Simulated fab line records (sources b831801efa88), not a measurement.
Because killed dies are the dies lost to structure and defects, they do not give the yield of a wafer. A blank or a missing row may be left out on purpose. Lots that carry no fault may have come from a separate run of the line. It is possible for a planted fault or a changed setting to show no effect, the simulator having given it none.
2 desks, one fault	flow gf180mcu	what lay behind the numbers comes last; until then each desk has only its own

== THE METROLOGY DESK ==
Lot by lot, what the gauges showed, no matter which tool ran the lot: averages of those sampled wafers that carry a number. If a lot's mean is further than 4 standard deviations from the usual mean, the lot is out of limits and carries the mark OUT (the distance appears in the brackets).
Columns: A = NWELL_RS at GF_VT_IMPLANT_RS_MEAS_47, usual 490.3 ohm/sq; B = POLY_GATE_OXIDATION_THK at GF_POLY_GATE_THK_MEAS_17, usual 3.97 nm; C = HV_LDD_TW at GF_HV_LDD_TW_MEAS_11, usual 2402; D = HV_LDD_RS at GF_HV_LDD_RS_MEAS_53, usual 418.4 ohm/sq
lot	first seen here	A	B	C	D
L910	day 7 13:44	491.0	3.95	2389	418.5
L911	day 7 20:18	487.2	3.92	2428	417.5
L912	day 7 23:25	492.9	3.91	2387	418.9
L914	day 8 15:37	489.4	4.08	2438	419.0
L915	day 8 22:41	491.8	4.04	2425	419.0
L916	day 9 03:36	490.5	4.15	2426	418.8
L918	day 9 18:01	492.0	3.94	2470	401.5 (-17) OUT
L920	day 10 07:54	488.8	3.97	2454	400.9 (-17) OUT
L927	day 12 07:01	492.0	4.01	2392	416.5
L929	day 12 23:36	491.3	3.91	2390	417.8
L930	day 13 03:01	488.0	3.88	2382	418.1
L933	day 14 03:18	489.7	3.94	2372	418.3
This desk reports L918, L920 out of limits; the earliest was L918 at day 15 02:07 (HV_LDD_RS at GF_HV_LDD_RS_MEAS_53). L910, L911, L912, L914, L915, L916, L927, L929, L930, L933 stayed within limits.

== FOR THE TOOL OWNER'S DESK: implanter-01 ==
The tool's own readings at GF_HV_LDD_IMPLANT_09: means of the sampled wafers that have a number, for each lot that ran on this tool. If a lot's mean is further than 4 standard deviations from the usual mean, the lot is out of limits and carries the mark OUT (the distance appears in the brackets).
Columns: A = dose-ions-cm2 at GF_HV_LDD_IMPLANT_09, usual 9.999e+13; B = faraday-current-uA at GF_HV_LDD_IMPLANT_09, usual 564
lot	first seen here	A	B
L910	day 10 00:40	9.988e+13	570
L916	day 11 19:30	9.998e+13	559
L918	day 12 11:39	1.100e+14 (+83) OUT	614 (+5.2) OUT
L920	day 13 02:26	1.101e+14 (+84) OUT	623 (+6.0) OUT
L929	day 15 20:36	9.998e+13	564
L933	day 17 03:26	1.001e+14	570
Finding of this desk: L918, L920 out of limits; the first was L918 at day 12 11:39, on dose-ions-cm2 at GF_HV_LDD_IMPLANT_09. L910, L916, L929, L933 stayed within limits.

== TAKEN TOGETHER ==
The tool owner's desk could have raised an alarm at day 12 11:39, on L918, L920.
Metrology desk: alarm possible at day 15 02:07 on L918, L920.
GF_HV_LDD_IMPLANT_09 was run on implanter-01 by each of the lots named.

== WHAT WAS PUT IN BY THE SIMULATOR ==
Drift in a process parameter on implanter-01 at GF_HV_LDD_IMPLANT_09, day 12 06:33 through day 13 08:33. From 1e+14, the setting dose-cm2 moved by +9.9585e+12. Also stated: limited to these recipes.
Lots struck among those shown: L918, L920.
Counting hours from when the fault started, the first reading out of limits came at 5 for the tool owner's desk and at 68 for the metrology desk.
